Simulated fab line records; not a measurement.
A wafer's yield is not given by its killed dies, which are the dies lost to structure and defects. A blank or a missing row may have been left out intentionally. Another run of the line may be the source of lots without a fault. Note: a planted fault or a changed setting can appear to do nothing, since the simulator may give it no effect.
fab line records	flow sky130
record lots=13	wafers=39	last_day=50
route steps=708 shown POLY_GATE@232 METAL4@630 VIA4@650 PAD_OPEN@708
lots with no fault: from the same line, run without faults
start_h: hours from the record's first day to the start of the lot's first wafer shown	wait_h: hours since the lot's step before	" same as the row above	L1.1+2: a row that stands for several wafers	- no value, or no start was given	* or withheld: withheld	< > ~ a bound
route shown NAME@n: names a module that has steps shown in the file, with the first one's number in the route	usual: the fault-free wafers' mean and standard deviation	same: alike in all rows	chamber/n: place in a boat	sites: the reading at each site	_std_site: standard deviation across them	_edge_site: the outer-site mean with the inner-site mean subtracted	radius_mm: for every site, how far away it sits from the centre of the wafer	mask NAME#n: copy n	behind: tool/chamber where the wafer was last shaped	hold: what put the lot on hold/how long, in hours/how the hold closed	device: whichever transistor did not switch (one of n, p or np)	end of line: tests run on the same wafers once the route is complete	step lacking rows: just its recipe	killed: dies lost to structure and defects at the first sort, not the wafer's yield	map: the dies of a wafer, with x for killed, . for not killed, _ for no die there
set.NAME: setting as actually run; set.NAME@STEP: the setting as run at that earlier step	model.NAME: the simulator's own value behind a step, which no gauge read
steps of the route over a sample of lots; a table a step, a row a wafer
services: when a tool's chamber went out of use (start_h, in hours from the record's first day, below 0 if earlier), for how many hours, and the reason
## steps
# step SKY_POLY_GATE_STRIP_18
# recipe chemistry=O2/N2	power_w=1400	pressure_mtorr=1500	platen_temp_c=withheld	o2_flow_sccm=3000	n2_flow_sccm=300	overash_fraction=0.5
# usual chamber_pressure_mTorr=1499.8/1.5	drypump_motor_current_A=5.4/0.35	oes_product_au=0.361/0.005	strip_time_to_endpoint_s=3.17/0.04
lot.wafer	tool	chamber	start_h	wait_h	chamber_pressure_mTorr	drypump_motor_current_A	oes_product_au	rf_hours_counter_h	strip_time_to_endpoint_s
L787.1	plasma_asher-04	0	371.22	0.0	1500.6	6.0	0.366	64	3.18
L787.3	"	0	"	"	1501.5	6.0	0.358	-	3.17
L787.5	"	0	"	"	1498.8	6.0	0.351	-	3.06
L789.1	plasma_asher-03	1	385.77	0.0	1501.4	5.1	0.360	55	3.15
L789.3	"	1	"	"	1500.5	5.1	0.368	-	3.09
L789.5	"	1	"	"	1499.7	5.1	0.364	-	3.14
L790.3	plasma_asher-03	0	407.69	0.1	1501.1	5.0	0.359	-	3.13
L790.4	"	1	"	"	1500.6	5.1	0.361	-	3.17
L790.6	"	1	"	"	1501.1	5.1	0.362	-	3.22
L791.2	plasma_asher-01	0	407.82	0.0	1500.7	5.5	0.367	73	3.22
L791.4	"	1	"	"	1498.6	5.8	0.359	-	3.19
L791.6	"	1	"	"	1497.7	5.9	0.360	-	3.23
L792.1	plasma_asher-01	1	415.12	0.0	1498.3	5.9	0.365	74	3.12
L792.5	"	0	"	"	1498.5	5.4	0.360	-	3.21
L792.6	"	1	"	"	1501.7	5.8	0.352	-	3.12
L795.1	plasma_asher-03	1	437.87	0.0	1500.1	5.0	0.365	61	3.13
L795.3	"	0	"	"	1498.3	5.0	0.355	-	3.21
L795.6	"	0	"	"	1498.9	5.0	0.365	-	3.22
L796.2	plasma_asher-01	0	448.32	0.0	1500.4	5.5	0.371	2	3.15
L796.5	"	1	"	"	1500.5	5.9	0.362	-	3.15
L796.6	"	0	"	"	1501.9	5.5	0.359	-	3.13
L798.2	plasma_asher-01	0	468.62	0.0	1497.9	5.5	0.358	4	3.19
L798.3	"	1	"	"	1501.6	5.8	0.361	-	3.18
L798.5	"	1	"	"	1499.1	5.8	0.370	-	3.22
L800.1	plasma_asher-03	1	484.20	0.0	1499.3	5.1	0.360	65	3.20
L800.5	"	1	"	"	1500.0	5.1	0.361	-	3.13
L800.6	"	0	"	"	1498.5	5.0	0.356	-	3.16
L803.1	plasma_asher-01	1	519.45	0.0	1501.9	5.8	0.363	9	3.14
L803.3	"	0	"	"	1498.9	5.5	0.365	-	3.17
L803.4	"	1	"	"	1498.7	5.8	0.369	-	3.22
L808.3	plasma_asher-01	0	557.64	0.1	1498.1	5.5	0.361	-	3.10
L808.4	"	1	"	"	1497.8	5.8	0.358	-	3.12
L808.6	"	1	"	"	1501.1	5.8	0.359	-	3.19
L809.2	plasma_asher-01	1	562.92	0.0	1498.6	5.8	0.365	14	3.18
L809.3	"	1	"	"	1499.8	5.9	0.365	-	3.24
L809.5	"	1	"	"	1500.8	5.8	0.357	-	3.20
L810.4	plasma_asher-04	1	569.55	0.1	1498.2	5.5	0.364	-	3.15
L810.5	"	0	"	"	1502.5	6.0	0.363	-	3.12
L810.6	"	1	"	"	1499.4	5.5	0.365	-	3.13
# step SKY_METAL4_OVL_MEAS_14
# usual METAL4_OVL=-8/5.9
lot.wafer	tool	chamber	start_h	wait_h	METAL4_OVL[nm]
L787.1	overlay-01	-	978.99	0.1	-9
L787.3	"	-	"	"	-20
L787.5	"	-	"	"	-17
L789.1	overlay-01	-	989.84	0.1	-12
L789.3	"	-	"	"	-12
L789.5	"	-	"	"	-17
L790.3	overlay-02	-	1011.66	0.1	-5
L790.4	"	-	"	"	-4
L790.6	"	-	"	"	-4
L791.2	overlay-02	-	1012.90	0.1	-6
L791.4	"	-	"	"	-11
L791.6	"	-	"	"	-8
L792.1	overlay-01	-	1016.09	0.1	-12
L792.5	"	-	"	"	-13
L792.6	"	-	"	"	-10
L795.1	overlay-02	-	1030.04	0.1	-16
L795.3	"	-	"	"	-10
L795.6	"	-	"	"	-7
L796.2	overlay-02	-	1041.95	0.1	-8
L796.5	"	-	"	"	-4
L796.6	"	-	"	"	-4
L798.2	overlay-01	-	1052.90	0.1	-22
L798.3	"	-	"	"	-11
L798.5	"	-	"	"	-8
L800.1	overlay-01	-	1066.74	0.1	-6
L800.5	"	-	"	"	-8
L800.6	"	-	"	"	-8
L803.1	overlay-02	-	1094.44	0.1	-10
L803.3	"	-	"	"	-5
L803.4	"	-	"	"	-14
L808.3	overlay-02	-	1114.41	0.1	-12
L808.4	"	-	"	"	-18
L808.6	"	-	"	"	-14
L809.2	overlay-02	-	1125.05	0.1	-4
L809.3	"	-	"	"	6
L809.5	"	-	"	"	2
L810.4	overlay-02	-	1125.76	0.1	-1
L810.5	"	-	"	"	-3
L810.6	"	-	"	"	-3
# step SKY_VIA4_OVL_MEAS_11
# usual VIA4_OVL=-0.8/1.4
lot.wafer	tool	chamber	start_h	wait_h	VIA4_OVL[nm]
L787.1	overlay-02	-	1004.21	0.1	-0.8
L787.3	"	-	"	"	0.4
L787.5	"	-	"	"	0.8
L789.1	overlay-02	-	1015.46	0.1	0.0
L789.3	"	-	"	"	0.1
L789.5	"	-	"	"	0.7
L790.3	overlay-02	-	1035.34	0.1	0.0
L790.4	"	-	"	"	-0.4
L790.6	"	-	"	"	-1.0
L791.2	overlay-01	-	1036.28	0.1	-0.7
L791.4	"	-	"	"	-0.6
L791.6	"	-	"	"	-1.3
L792.1	overlay-01	-	1039.72	0.1	-2.0
L792.5	"	-	"	"	-1.7
L792.6	"	-	"	"	-2.7
L795.1	overlay-02	-	1053.66	0.1	-2.7
L795.3	"	-	"	"	-1.2
L795.6	"	-	"	"	-2.2
L796.2	overlay-01	-	1065.22	0.1	-0.3
L796.5	"	-	"	"	0.3
L796.6	"	-	"	"	-2.5
L798.2	overlay-02	-	1075.43	0.1	-0.4
L798.3	"	-	"	"	1.0
L798.5	"	-	"	"	-1.2
L800.1	overlay-02	-	1088.79	0.1	-1.0
L800.5	"	-	"	"	-1.5
L800.6	"	-	"	"	-1.4
L803.1	overlay-02	-	1115.22	0.1	-0.5
L803.3	"	-	"	"	-0.5
L803.4	"	-	"	"	-0.8
L808.3	overlay-02	-	1134.48	0.1	-2.8
L808.4	"	-	"	"	-1.4
L808.6	"	-	"	"	-0.1
L809.2	overlay-02	-	1145.13	0.1	-0.2
L809.3	"	-	"	"	0.3
L809.5	"	-	"	"	1.4
L810.4	overlay-01	-	1145.48	0.1	-2.3
L810.5	"	-	"	"	-4.6
L810.6	"	-	"	"	-1.9
# step SKY_VIA4_RS_MEAS_19
# recipe thk_meas_gauge=four-point-probe	reads=W_of_VIA4_CVD_18+TiN_of_VIA4_SPUTTER_17
# usual VIA4_W_RS=0.2247/0.0025
lot.wafer	tool	chamber	start_h	wait_h	VIA4_W_RS[ohm/sq]
L787.1	film_metro-04	-	1005.16	0.1	0.2248
L787.3	"	-	"	"	0.2248
L787.5	"	-	"	"	0.2238
L789.1	film_metro-01	-	1016.41	0.1	0.2214
L789.3	"	-	"	"	0.2220
L789.5	"	-	"	"	0.2218
L790.3	film_metro-01	-	1036.28	0.1	0.2272
L790.4	"	-	"	"	0.2242
L790.6	"	-	"	"	0.2272
L791.2	film_metro-01	-	1037.25	0.1	0.2275
L791.4	"	-	"	"	0.2213
L791.6	"	-	"	"	0.2231
L792.1	film_metro-04	-	1040.68	0.1	0.2255
L792.5	"	-	"	"	0.2235
L792.6	"	-	"	"	0.2298
L795.1	film_metro-01	-	1054.58	0.1	0.2267
L795.3	"	-	"	"	0.2237
L795.6	"	-	"	"	0.2257
L796.2	film_metro-04	-	1066.19	0.2	0.2289
L796.5	"	-	"	"	0.2242
L796.6	"	-	"	"	0.2277
L798.2	film_metro-01	-	1076.49	0.1	0.2242
L798.3	"	-	"	"	0.2230
L798.5	"	-	"	"	0.2280
L800.1	film_metro-04	-	1089.86	0.3	0.2222
L800.5	"	-	"	"	0.2252
L800.6	"	-	"	"	0.2237
L803.1	film_metro-04	-	1116.57	0.1	0.2265
L803.3	"	-	"	"	0.2228
L803.4	"	-	"	"	0.2268
L808.3	film_metro-04	-	1135.53	0.1	0.2244
L808.4	"	-	"	"	0.2221
L808.6	"	-	"	"	0.2249
L809.2	film_metro-01	-	1146.23	0.1	0.2294
L809.3	"	-	"	"	0.2273
L809.5	"	-	"	"	0.2268
L810.4	film_metro-01	-	1146.89	0.1	0.2241
L810.5	"	-	"	"	0.2240
L810.6	"	-	"	"	0.2280
# step SKY_PAD_OPEN_PROBE_99
# usual killed_at_M0_to_M3=44/7.5	killed_at_M4_up=3.2/1.9	killed_at_contacts=23/4.7	killed_at_front_end=15/4.7	killed_at_other=0.4/0.66	killed_dies=87/9.3	killed_open=47/7.2	killed_short=39/6.5
# same gross_dies=492	killed_at_back_side=0
lot.wafer	tool	chamber	start_h	wait_h	hold	killed_at_M0_to_M3	killed_at_M4_up	killed_at_contacts	killed_at_front_end	killed_at_other	killed_dies	killed_open	killed_short
L787.1	prober-02	-	1074.90	0.1	-	38	3	25	19	1	86	46	40
L787.3	prober-02	-	1075.00	0.2	-	47	3	27	10	1	88	55	33
L787.5	prober-02	-	1075.10	0.2	-	43	0	22	13	0	78	37	41
L789.1	prober-02	-	1086.04	0.1	-	48	2	23	11	0	84	44	40
L789.3	prober-02	-	1086.14	0.2	-	47	1	23	25	1	97	55	42
L789.5	prober-02	-	1086.24	0.2	-	36	5	20	12	1	74	42	32
L790.3	prober-01	-	1107.07	0.2	-	42	7	18	10	1	78	43	35
L790.4	prober-01	-	1107.12	0.2	-	43	7	36	14	0	100	49	51
L790.6	prober-01	-	1107.22	0.2	-	40	4	22	10	0	76	39	37
L791.2	prober-02	-	1107.59	0.1	-	50	1	22	15	0	88	45	43
L791.4	prober-02	-	1107.69	0.2	-	52	3	20	10	0	85	47	38
L791.6	prober-02	-	1107.79	0.2	-	55	3	32	19	0	109	59	50
L792.1	prober-01	-	1109.28	0.1	-	45	2	23	20	0	90	50	39
L792.5	prober-01	-	1109.48	0.2	-	58	3	23	20	0	104	55	49
L792.6	prober-01	-	1109.53	0.2	-	40	3	22	27	0	92	53	35
L795.1	prober-02	-	1131.00	0.1	-	55	2	32	12	3	104	60	40
L795.3	prober-02	-	1131.10	0.2	-	42	3	24	7	0	76	35	41
L795.6	prober-02	-	1131.25	0.2	-	47	5	27	11	2	92	47	43
L796.2	prober-01	-	1132.55	0.1	-	56	7	25	14	1	103	61	41
L796.5	prober-01	-	1132.70	0.2	-	37	3	20	13	2	75	36	37
L796.6	prober-01	-	1132.75	0.2	-	45	4	23	14	1	87	45	41
L798.2	prober-01	-	1144.81	0.1	-	51	1	20	15	0	87	52	35
L798.3	prober-01	-	1144.86	0.2	-	39	1	22	15	0	77	40	36
L798.5	prober-01	-	1144.96	0.2	-	33	3	29	17	1	83	40	43
L800.1	prober-01	-	1152.02	0.1	await_dispo/9.7h/release	32	4	29	16	0	81	37	44
L800.5	prober-01	-	1152.22	0.2	await_dispo/9.7h/release	41	6	25	13	0	85	45	38
L800.6	prober-01	-	1152.27	0.2	await_dispo/9.7h/release	45	5	18	61	2	131	44	35
L803.1	prober-01	-	1174.36	0.1	-	52	4	23	11	1	91	38	51
L803.3	prober-01	-	1174.46	0.2	-	52	3	23	17	1	96	47	49
L803.4	prober-01	-	1174.51	0.2	-	42	3	27	13	2	87	46	41
L808.3	prober-01	-	1191.43	0.2	-	50	0	17	12	0	79	49	30
L808.4	prober-01	-	1191.48	0.2	-	40	8	21	26	0	95	48	47
L808.6	prober-01	-	1191.58	0.2	-	52	3	31	15	0	101	54	47
L810.4	prober-02	-	1199.84	0.2	-	36	2	25	10	0	73	44	29
L810.5	prober-02	-	1199.89	0.2	-	38	5	21	11	0	75	43	31
L810.6	prober-02	-	1199.94	0.2	-	38	3	20	8	1	70	40	29
L809.2	prober-01	-	1201.24	0.1	-	44	2	25	9	1	81	44	37
L809.3	prober-01	-	1201.29	0.2	-	43	3	26	24	0	96	51	45
L809.5	prober-01	-	1201.39	0.2	-	39	7	11	16	0	73	37	34
# killed by level:class
L787.1 CONTACT:geometric_particle:open=9 VIA1:geometric_particle:open=8 METAL1:geometric_particle:short=7 POLY_GATE:geometric_particle:open=6 METAL2:geometric_particle:short=5 VIA3:geometric_particle:open=5 LI_CONTACT:geometric_particle:short=4 LI_CONTACT:geometric_particle:open=4
L787.3 CONTACT:geometric_particle:open=12 VIA1:geometric_particle:open=10 LI_CONTACT:geometric_particle:open=9 METAL1:geometric_particle:short=8 VIA1:geometric_particle:short=6 VIA3:geometric_particle:open=5 METAL2:geometric_particle:short=5 METAL1:geometric_particle:open=4
L787.5 METAL1:geometric_particle:short=13 VIA1:geometric_particle:open=7 METAL2:geometric_particle:short=7 CONTACT:geometric_particle:short=5 LI_CONTACT:geometric_particle:open=5 LOCAL_INTERCONNECT:geometric_particle:short=5 CONTACT:geometric_particle:open=5 VIA3:geometric_particle:open=5
L789.1 METAL1:geometric_particle:short=8 CONTACT:geometric_particle:short=8 VIA1:geometric_particle:open=8 LI_CONTACT:geometric_particle:open=6 METAL3:geometric_particle:short=6 CONTACT:geometric_particle:open=6 VIA2:geometric_particle:short=5 VIA3:geometric_particle:open=5
L789.3 METAL1:geometric_particle:short=9 VIA2:geometric_particle:open=8 LI_CONTACT:geometric_particle:open=8 VIA1:geometric_particle:open=8 FIELD_ISO:geometric_particle:open=6 VIA3:geometric_particle:open=6 POLY_GATE:geometric_particle:open=5 CONTACT:geometric_particle:open=5
L789.5 VIA2:geometric_particle:open=10 CONTACT:geometric_particle:open=7 METAL2:geometric_particle:short=6 METAL1:geometric_particle:short=4 LI_CONTACT:geometric_particle:open=4 CONTACT:geometric_particle:short=4 VIA1:geometric_particle:short=4 VIA1:geometric_particle:open=4
L790.3 VIA1:geometric_particle:open=12 CONTACT:geometric_particle:open=6 VIA3:geometric_particle:open=6 LI_CONTACT:geometric_particle:open=4 VIA1:geometric_particle:short=4 VIA2:geometric_particle:open=4 CONTACT:geometric_particle:short=3 LI_CONTACT:geometric_particle:short=3
L790.4 CONTACT:geometric_particle:open=16 VIA1:geometric_particle:short=10 LI_CONTACT:geometric_particle:open=8 VIA1:geometric_particle:open=6 METAL4:geometric_particle:short=6 POLY_GATE:geometric_particle:short=5 LOCAL_INTERCONNECT:geometric_particle:short=5 METAL1:geometric_particle:short=5
L790.6 VIA1:geometric_particle:open=9 LI_CONTACT:geometric_particle:open=8 VIA1:geometric_particle:short=7 CONTACT:geometric_particle:open=6 METAL1:geometric_particle:short=5 VIA2:geometric_particle:open=5 LI_CONTACT:geometric_particle:short=4 CONTACT:geometric_particle:short=4
L791.2 VIA3:geometric_particle:open=13 METAL2:geometric_particle:short=11 CONTACT:geometric_particle:open=8 VIA1:geometric_particle:open=8 LI_CONTACT:geometric_particle:open=5 CONTACT:geometric_particle:short=5 METAL1:geometric_particle:short=5 VIA1:geometric_particle:short=4
L791.4 VIA1:geometric_particle:open=14 CONTACT:geometric_particle:open=8 VIA1:geometric_particle:short=8 METAL2:geometric_particle:short=8 VIA2:geometric_particle:open=6 VIA3:geometric_particle:open=5 LI_CONTACT:geometric_particle:open=4 CONTACT:geometric_particle:short=4
L791.6 CONTACT:geometric_particle:open=15 VIA1:geometric_particle:open=12 METAL2:geometric_particle:short=10 VIA1:geometric_particle:short=8 VIA3:geometric_particle:open=7 POLY_GATE:geometric_particle:open=6 LI_CONTACT:geometric_particle:open=5 METAL1:geometric_particle:short=5
L792.1 VIA1:geometric_particle:open=9 VIA3:geometric_particle:open=8 FIELD_ISO:geometric_particle:open=7 CONTACT:geometric_particle:open=7 METAL1:geometric_particle:short=6 POLY_GATE:geometric_particle:short=5 LI_CONTACT:geometric_particle:short=5 VIA1:geometric_particle:short=5
L792.5 VIA1:geometric_particle:open=14 VIA2:geometric_particle:open=9 VIA3:geometric_particle:open=9 CONTACT:geometric_particle:short=7 VIA3:geometric_particle:short=6 FIELD_ISO:geometric_particle:short=5 POLY_GATE:geometric_particle:short=5 LI_CONTACT:geometric_particle:open=5
L792.6 VIA1:geometric_particle:open=11 FIELD_ISO:geometric_particle:open=9 POLY_GATE:geometric_particle:open=7 CONTACT:geometric_particle:open=7 VIA3:geometric_particle:open=6 CONTACT:geometric_particle:short=6 METAL2:geometric_particle:short=4 LI_CONTACT:geometric_particle:open=4
L795.1 VIA1:geometric_particle:open=15 CONTACT:geometric_particle:open=10 LI_CONTACT:geometric_particle:open=8 VIA3:geometric_particle:open=8 CONTACT:geometric_particle:short=8 VIA2:geometric_particle:open=8 METAL1:geometric_particle:short=5 METAL2:geometric_particle:short=5
L795.3 VIA1:geometric_particle:open=10 LI_CONTACT:geometric_particle:open=8 VIA1:geometric_particle:short=7 CONTACT:geometric_particle:open=6 METAL3:geometric_particle:short=5 CONTACT:geometric_particle:short=4 FIELD_ISO:geometric_particle:short=3 LI_CONTACT:geometric_particle:short=3
L795.6 VIA1:geometric_particle:open=13 LI_CONTACT:geometric_particle:open=9 CONTACT:geometric_particle:short=6 VIA3:geometric_particle:open=6 VIA2:geometric_particle:open=5 LI_CONTACT:geometric_particle:short=5 CONTACT:geometric_particle:open=5 METAL2:geometric_particle:short=5
L796.2 VIA1:geometric_particle:open=13 LI_CONTACT:geometric_particle:open=12 CONTACT:geometric_particle:open=8 METAL1:geometric_particle:short=7 VIA3:geometric_particle:open=7 POLY_GATE:geometric_particle:open=6 VIA1:geometric_particle:short=6 METAL2:geometric_particle:short=5
L796.5 VIA1:geometric_particle:open=7 CONTACT:geometric_particle:open=6 METAL2:geometric_particle:short=6 POLY_GATE:geometric_particle:open=5 LOCAL_INTERCONNECT:geometric_particle:short=5 VIA1:geometric_particle:short=4 LI_CONTACT:geometric_particle:open=4 VIA2:geometric_particle:short=4
L796.6 VIA1:geometric_particle:open=10 CONTACT:geometric_particle:open=9 METAL1:geometric_particle:short=8 LI_CONTACT:geometric_particle:open=6 METAL2:geometric_particle:short=6 VIA3:geometric_particle:open=6 POLY_GATE:geometric_particle:open=4 CONTACT:geometric_particle:short=4
L798.2 VIA2:geometric_particle:open=13 VIA1:geometric_particle:open=9 METAL1:geometric_particle:short=7 CONTACT:geometric_particle:open=7 LI_CONTACT:geometric_particle:open=6 VIA3:geometric_particle:open=6 FIELD_ISO:geometric_particle:short=5 FIELD_ISO:geometric_particle:open=4
L798.3 LI_CONTACT:geometric_particle:open=8 METAL2:geometric_particle:short=8 METAL1:geometric_particle:short=6 VIA1:geometric_particle:open=6 POLY_GATE:geometric_particle:open=5 CONTACT:geometric_particle:open=5 VIA2:geometric_particle:open=5 FIELD_ISO:geometric_particle:open=3
L798.5 CONTACT:geometric_particle:open=12 CONTACT:geometric_particle:short=10 METAL2:geometric_particle:short=9 VIA1:geometric_particle:open=7 FIELD_ISO:geometric_particle:short=5 VIA2:geometric_particle:open=5 POLY_GATE:geometric_particle:open=4 METAL1:geometric_particle:short=4
L800.1 CONTACT:geometric_particle:open=10 VIA1:geometric_particle:open=6 LOCAL_INTERCONNECT:geometric_particle:short=5 CONTACT:geometric_particle:short=5 METAL2:geometric_particle:short=5 POLY_GATE:geometric_particle:open=4 LI_CONTACT:geometric_particle:short=4 LI_CONTACT:geometric_particle:open=4
L800.5 VIA1:geometric_particle:open=11 CONTACT:geometric_particle:open=11 VIA1:geometric_particle:short=6 METAL2:geometric_particle:short=6 LI_CONTACT:geometric_particle:open=5 LOCAL_INTERCONNECT:geometric_particle:short=4 VIA2:geometric_particle:open=4 METAL4:geometric_particle:short=4
L800.6 POLY_GATE:unspecified=52 VIA1:geometric_particle:open=13 CONTACT:geometric_particle:open=8 METAL2:geometric_particle:short=7 VIA3:geometric_particle:open=7 METAL1:geometric_particle:short=5 LI_CONTACT:geometric_particle:open=4 LOCAL_INTERCONNECT:geometric_particle:short=4
L803.1 METAL2:geometric_particle:short=9 METAL1:geometric_particle:short=8 VIA1:geometric_particle:open=8 CONTACT:geometric_particle:open=8 VIA2:geometric_particle:open=7 CONTACT:geometric_particle:short=6 VIA2:geometric_particle:short=6 POLY_GATE:geometric_particle:short=4
L803.3 VIA1:geometric_particle:open=12 VIA2:geometric_particle:open=8 CONTACT:geometric_particle:short=7 VIA2:geometric_particle:short=7 CONTACT:geometric_particle:open=7 METAL2:geometric_particle:short=7 METAL1:geometric_particle:short=5 POLY_GATE:geometric_particle:short=4
L803.4 LI_CONTACT:geometric_particle:open=9 CONTACT:geometric_particle:open=8 VIA3:geometric_particle:open=8 VIA1:geometric_particle:open=7 VIA1:geometric_particle:short=7 POLY_GATE:geometric_particle:open=5 LOCAL_INTERCONNECT:geometric_particle:short=5 VIA3:geometric_particle:short=5
L808.3 VIA3:geometric_particle:open=9 VIA2:geometric_particle:open=9 CONTACT:geometric_particle:open=8 VIA1:geometric_particle:open=8 FIELD_ISO:geometric_particle:open=5 METAL1:geometric_particle:short=5 METAL3:geometric_particle:short=5 FIELD_ISO:geometric_particle:short=4
L808.4 FIELD_ISO:geometric_particle:short=14 METAL2:geometric_particle:short=9 LI_CONTACT:geometric_particle:open=7 VIA2:geometric_particle:open=7 FIELD_ISO:geometric_particle:open=5 VIA1:geometric_particle:open=5 VIA3:geometric_particle:open=5 POLY_GATE:geometric_particle:open=4
L808.6 VIA1:geometric_particle:open=12 LI_CONTACT:geometric_particle:open=9 VIA3:geometric_particle:open=9 CONTACT:geometric_particle:open=8 LOCAL_INTERCONNECT:geometric_particle:short=7 VIA1:geometric_particle:short=5 FIELD_ISO:geometric_particle:short=5 VIA2:geometric_particle:open=5
L810.4 CONTACT:geometric_particle:open=14 VIA1:geometric_particle:open=9 METAL2:geometric_particle:short=7 LI_CONTACT:geometric_particle:open=5 FIELD_ISO:geometric_particle:open=4 VIA1:geometric_particle:short=4 CONTACT:geometric_particle:short=4 VIA2:geometric_particle:short=4
L810.5 VIA1:geometric_particle:open=13 CONTACT:geometric_particle:open=8 VIA3:geometric_particle:open=7 METAL2:geometric_particle:short=7 VIA1:geometric_particle:short=5 FIELD_ISO:geometric_particle:short=4 LI_CONTACT:geometric_particle:open=3 LOCAL_INTERCONNECT:geometric_particle:open=3
L810.6 VIA3:geometric_particle:open=10 VIA1:geometric_particle:open=9 CONTACT:geometric_particle:open=8 METAL3:geometric_particle:short=4 LI_CONTACT:geometric_particle:short=4 METAL4:geometric_particle:short=3 FIELD_ISO:geometric_particle:open=3 LI_CONTACT:geometric_particle:open=3
L809.2 CONTACT:geometric_particle:open=13 VIA1:geometric_particle:open=12 METAL2:geometric_particle:short=11 CONTACT:geometric_particle:short=6 VIA3:geometric_particle:open=6 POLY_GATE:geometric_particle:open=4 METAL1:geometric_particle:short=4 LI_CONTACT:geometric_particle:open=3
L809.3 CONTACT:geometric_particle:open=12 VIA1:geometric_particle:open=10 POLY_GATE:geometric_particle:open=7 LOCAL_INTERCONNECT:geometric_particle:short=7 METAL2:geometric_particle:short=7 FIELD_ISO:geometric_particle:short=6 VIA1:geometric_particle:short=6 POLY_GATE:geometric_particle:short=5
L809.5 VIA1:geometric_particle:open=11 METAL2:geometric_particle:short=8 POLY_GATE:geometric_particle:open=7 POLY_GATE:geometric_particle:short=6 METAL1:geometric_particle:short=4 VIA2:geometric_particle:open=4 CONTACT:geometric_particle:open=3 CONTACT:geometric_particle:short=3
## services
tool	chamber	start_h	hours	kind
plasma_asher-03	-	378.58	1.8	repair
plasma_asher-04	-	389.09	1.9	repair
plasma_asher-04	-	402.08	1.4	repair
plasma_asher-04	-	410.55	0.3	repair
plasma_asher-01	-	421.25	9.0	pm
plasma_asher-01	0	421.25	9.0	vent_cycle
plasma_asher-01	1	421.25	9.0	vent_cycle
plasma_asher-04	-	424.81	11.2	repair
plasma_asher-01	0	430.25	-	clean
plasma_asher-01	1	430.25	-	clean
plasma_asher-03	-	438.54	3.6	repair
plasma_asher-04	-	451.47	0.5	repair
plasma_asher-04	-	481.21	11.0	repair
## key
first_sign step=SKY_PAD_OPEN_PROBE_99	reading=killed_at_front_end	direction=up	sigmas=9.8	usual=15	struck=61
effect step=SKY_PAD_OPEN_PROBE_99	reading=killed_dies	direction=up	sigmas=4.8	usual=87	struck=131
met_at SKY_POLY_GATE_STRIP_18
struck_lots L800
struck_wafers L800.6
tester_left_out L800
not_acting_at SKY_METAL4_OVL_MEAS_14,SKY_VIA4_OVL_MEAS_11,SKY_VIA4_RS_MEAS_19
onset_between 437.87 484.20
fault kind=chamber_particle_source	tool=plasma_asher-03	chamber=0	onset_h=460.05	steps=SKY_POLY_GATE_STRIP_18	rate_per_visit_cm2=1.0534	end_h=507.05
# tester_left_out: of these lots the tester's yield and bins aren't shown, on N5 and GAA mostly nor the transistor test; their killed dies are dies lost to structure and defects alone, not to doping, threshold or leakage, so they don't give the yield
